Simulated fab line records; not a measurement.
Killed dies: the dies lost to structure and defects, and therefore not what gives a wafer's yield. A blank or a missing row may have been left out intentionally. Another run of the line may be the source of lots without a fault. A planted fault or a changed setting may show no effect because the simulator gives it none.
What tool caused it? -- flow gf180mcu -- 12 lots, 34 wafers sampled, at 6 steps of a route of 602

== WHAT EACH GAUGE READ, for each wafer ==
GF_V1_OVL_MEAS_15.
lot,measured,on,V1_OVL (nm)
L696,day 17 13:54,overlay-01,-10 0 0
L697,day 18 22:55,overlay-01,-1 4 -4
L698,day 19 15:20,overlay-02,4 3 -2
L699,day 19 16:57,overlay-02,1 1 2
L704,day 21 15:25,overlay-02,-2 12
L709,day 23 00:46,overlay-01,-2 1
L708,day 23 04:52,overlay-02,-8 -4 -6
L712,day 24 05:42,overlay-02,-4 5 -4
L713,day 24 10:23,overlay-02,-1 -2 -4
L716,day 25 08:53,overlay-02,8 6 16
L717,day 25 20:48,overlay-01,-10 -8 -6
L719,day 26 03:54,overlay-01,3 2 5

GF_M2_RS_MEAS_05: a four-point-probe measurement.
lot,measured,on,M2_ALCU_RS (ohm/sq)
L696,day 17 15:32,film_metro-02,0.0699 0.0700 0.0697
L697,day 19 00:35,film_metro-02,0.0692 0.0687 0.0691
L698,day 19 16:57,film_metro-02,0.0701 0.0698 0.0697
L699,day 19 18:34,film_metro-04,0.0718 0.0682 0.0702
L704,day 21 17:07,film_metro-04,0.0738 0.0745 0.0738 0.0745
L709,day 23 02:24,film_metro-02,0.0696 0.0751 0.0696 0.0750
L708,day 23 06:34,film_metro-01,0.0755 0.0758 0.0705 0.0755 0.0758 0.0704
L712,day 24 07:42,film_metro-01,0.0667 0.0686 0.0672
L713,day 24 12:00,film_metro-01,0.0694 0.0705 0.0680
L716,day 25 10:32,film_metro-02,0.0679 0.0689 0.0687
L717,day 25 22:29,film_metro-01,0.0696 0.0694 0.0696
L719,day 26 05:31,film_metro-02,0.0683 0.0706 0.0703

GF_M2_THK_MEAS_06: measures by xrf.
lot,measured,on,M2_ALCU_THK (nm)
L696,day 17 15:39,film_metro-02,450 451 452
L697,day 19 00:42,film_metro-02,450 459 453
L698,day 19 17:04,film_metro-02,443 447 451
L699,day 19 18:41,film_metro-04,436 459 447
L704,day 21 20:28,film_metro-04,422 417 423 418
L709,day 23 06:50,film_metro-02,455 420 457 421
L708,day 23 10:21,film_metro-01,416 412 446 411 414 445
L712,day 24 07:49,film_metro-01,466 452 465
L713,day 24 12:07,film_metro-01,448 444 457
L716,day 25 10:40,film_metro-02,463 453 456
L717,day 25 22:36,film_metro-01,449 448 447
L719,day 26 05:38,film_metro-02,457 445 447

== EACH LOT AND THE TOOL THAT RAN IT (in order: tool; ch and the chambers of the sampled wafers; start) ==
lot,GF_M2_SPUTTER_00,GF_M2_SPUTTER_01,GF_M2_SPUTTER_02
L696,"pvd_sputter-03, day 17 15:19","pvd_sputter-03, day 17 15:25","pvd_sputter-03, day 17 15:26"
L697,"pvd_sputter-01, day 19 00:21","pvd_sputter-01, day 19 00:27","pvd_sputter-01, day 19 00:29"
L698,"pvd_sputter-01, day 19 16:44","pvd_sputter-01, day 19 16:50","pvd_sputter-01, day 19 16:52"
L699,"pvd_sputter-03, day 19 18:20","pvd_sputter-03, day 19 18:26","pvd_sputter-03, day 19 18:28"
L704,"pvd_sputter-01, day 21 16:50","pvd_sputter-01, day 21 16:56","pvd_sputter-01, day 21 16:58"
L709,"pvd_sputter-01, day 23 02:10","pvd_sputter-01, day 23 02:16","pvd_sputter-01, day 23 02:17"
L708,"pvd_sputter-01, day 23 06:17","pvd_sputter-01, day 23 06:23","pvd_sputter-01, day 23 06:25"
L712,"pvd_sputter-03, day 24 07:29","pvd_sputter-03, day 24 07:35","pvd_sputter-03, day 24 07:37"
L713,"pvd_sputter-03, day 24 11:47","pvd_sputter-03, day 24 11:53","pvd_sputter-03, day 24 11:55"
L716,"pvd_sputter-03, day 25 10:19","pvd_sputter-03, day 25 10:25","pvd_sputter-03, day 25 10:27"
L717,"pvd_sputter-01, day 25 22:13","pvd_sputter-01, day 25 22:20","pvd_sputter-01, day 25 22:22"
L719,"pvd_sputter-03, day 26 05:18","pvd_sputter-03, day 26 05:24","pvd_sputter-03, day 26 05:26"
- GF_M2_SPUTTER_00: material Ti, target thk 37.5 nm, time 150 s.
- GF_M2_SPUTTER_01: material TiN, target thk 30 nm, time 25 s.
- GF_M2_SPUTTER_02: material AlCu, target thk 450 nm, time 23.9 s.

== WHAT THE TOOLS THEMSELVES READ (means of the sampled wafers that have a number; where no wafer has one, the mark that the record gives instead) ==
GF_M2_SPUTTER_00.
lot,tool,chamber_pressure_pa (Pa),throttle_valve_pct (%)
L696,pvd_sputter-03,1.998,28.9
L697,pvd_sputter-01,1.999,29.2
L698,pvd_sputter-01,2.001,29.8
L699,pvd_sputter-03,1.999,28.7
L704,pvd_sputter-01,1.999,29.7
L709,pvd_sputter-01,2.000,29.4
L708,pvd_sputter-01,2.003,29.8
L712,pvd_sputter-03,2.003,29.2
L713,pvd_sputter-03,2.002,29.3
L716,pvd_sputter-03,1.998,29.9
L717,pvd_sputter-01,2.001,29.6
L719,pvd_sputter-03,1.999,29.0

GF_M2_SPUTTER_01.
lot,tool,chamber_pressure_pa (Pa),throttle_valve_pct (%)
L696,pvd_sputter-03,0.3999,29.0
L697,pvd_sputter-01,0.3994,29.2
L698,pvd_sputter-01,0.4000,29.7
L699,pvd_sputter-03,0.4004,28.8
L704,pvd_sputter-01,0.3995,29.6
L709,pvd_sputter-01,0.3990,29.4
L708,pvd_sputter-01,0.4008,29.7
L712,pvd_sputter-03,0.3998,28.9
L713,pvd_sputter-03,0.4002,29.4
L716,pvd_sputter-03,0.3996,29.8
L717,pvd_sputter-01,0.3994,29.6
L719,pvd_sputter-03,0.3995,28.9

GF_M2_SPUTTER_02.
lot,tool,chamber_pressure_pa (Pa),throttle_valve_pct (%)
L696,pvd_sputter-03,0.3996,28.7
L697,pvd_sputter-01,0.4004,29.2
L698,pvd_sputter-01,0.4008,29.8
L699,pvd_sputter-03,0.4001,28.7
L704,pvd_sputter-01,0.3998,29.5
L709,pvd_sputter-01,0.4004,29.4
L708,pvd_sputter-01,0.3995,29.7
L712,pvd_sputter-03,0.4002,29.0
L713,pvd_sputter-03,0.4004,29.5
L716,pvd_sputter-03,0.4004,29.8
L717,pvd_sputter-01,0.3993,29.6
L719,pvd_sputter-03,0.3997,28.9

== THE ANSWER, worked out from the rows above alone ==
Rule: what is usual is taken from the lots themselves. The widest of any qualifying gaps counts: lots, ordered by their means at a reading, are off when they make up no more than a third of the lots, leave a main group of 4 or more, and stand apart from it by 3 or more times the standard deviation of that group's means. The tables above print the reading to a certain number of digits; a main group whose means all agree to those digits is not used. A lot without any number at a reading at which 4 lots or more have one is off too. The other lots that the step has rows for count as sound. Order of review: gauges by route order, followed by the tools' own readings, for which a lot's mean as printed above is used. The first step at which some lot is off is used, and at that step the reading that is off furthest; a lot without a number counts as furthest.
None of the lots is off at any reading shown; this tells nothing.

== WHAT THE SIMULATOR PUT IN ==
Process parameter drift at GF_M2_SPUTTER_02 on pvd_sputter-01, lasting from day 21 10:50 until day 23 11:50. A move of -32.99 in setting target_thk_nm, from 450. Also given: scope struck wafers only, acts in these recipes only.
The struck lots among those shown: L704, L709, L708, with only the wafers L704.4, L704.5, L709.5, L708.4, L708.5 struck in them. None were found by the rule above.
